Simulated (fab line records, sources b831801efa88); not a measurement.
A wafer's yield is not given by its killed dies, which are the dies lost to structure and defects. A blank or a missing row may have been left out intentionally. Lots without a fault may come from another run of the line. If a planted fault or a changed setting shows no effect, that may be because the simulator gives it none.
Chamber matching + flow gf180mcu + GF_V2_ETCH_16 on rie diel-01 has 4 sister chambers
The step etches BARC in N2/H2. 4 wafers are shown with their chamber, then 10 later ones without.

## EACH WAFER AND ITS CHAMBER
| wafer  | chamber | oes product au (a.u.) |
|--------|---------|-----------------------|
| L080.2 | 2       | 0.854                 |
| L084.6 | 1       | 0.857                 |
| L085.1 | 0       | 0.853                 |
| L085.5 | 3       | 0.858                 |

## WAFERS MISSING THEIR CHAMBER
| wafer  | oes product au (a.u.) |
|--------|-----------------------|
| L085.6 | 0.848                 |
| L093.3 | 0.851                 |
| L093.4 | 0.855                 |
| L093.5 | 0.852                 |
| L095.2 | 0.849                 |
| L095.5 | 0.856                 |
| L095.6 | 0.852                 |
| L096.2 | 0.858                 |
| L096.3 | 0.852                 |
| L096.5 | 0.854                 |

## EACH ONE'S CHAMBER
| wafer  | from the rows above               | in truth |
|--------|-----------------------------------|----------|
| L085.6 | can't be placed: 0 or 2 or 1      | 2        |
| L093.3 | can't be placed: 0 or 2 or 1      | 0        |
| L093.4 | can't be placed: 2 or 0 or 1 or 3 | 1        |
| L093.5 | can't be placed: 0 or 2 or 1      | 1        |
| L095.2 | can't be placed: 0 or 2 or 1      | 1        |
| L095.5 | can't be placed: 1 or 2 or 3 or 0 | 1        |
| L095.6 | can't be placed: 0 or 2 or 1      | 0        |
| L096.2 | can't be placed: 3 or 1 or 2      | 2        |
| L096.3 | can't be placed: 0 or 2 or 1      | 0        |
| L096.5 | can't be placed: 2 or 0 or 1 or 3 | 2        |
0 of 10 placed correctly. Unplaceable from these rows: 10, with the true chamber sitting among the candidates in 10. Placed wrongly: 0.
How it was worked out, from the rows above alone: a wafer's distance from a chamber is the root of the sum, over the readings, of the square of ((its reading less the chamber's mean) divided by the reading's scatter). The wafer belongs to the nearest chamber; if the next one is less than 2 further off, it can't be placed. Each chamber's mean is taken over the wafers shown for it. The scatter (one wafer shown for each chamber): square how far every hidden wafer sits from the nearest shown wafer, average those squares and take the square root.
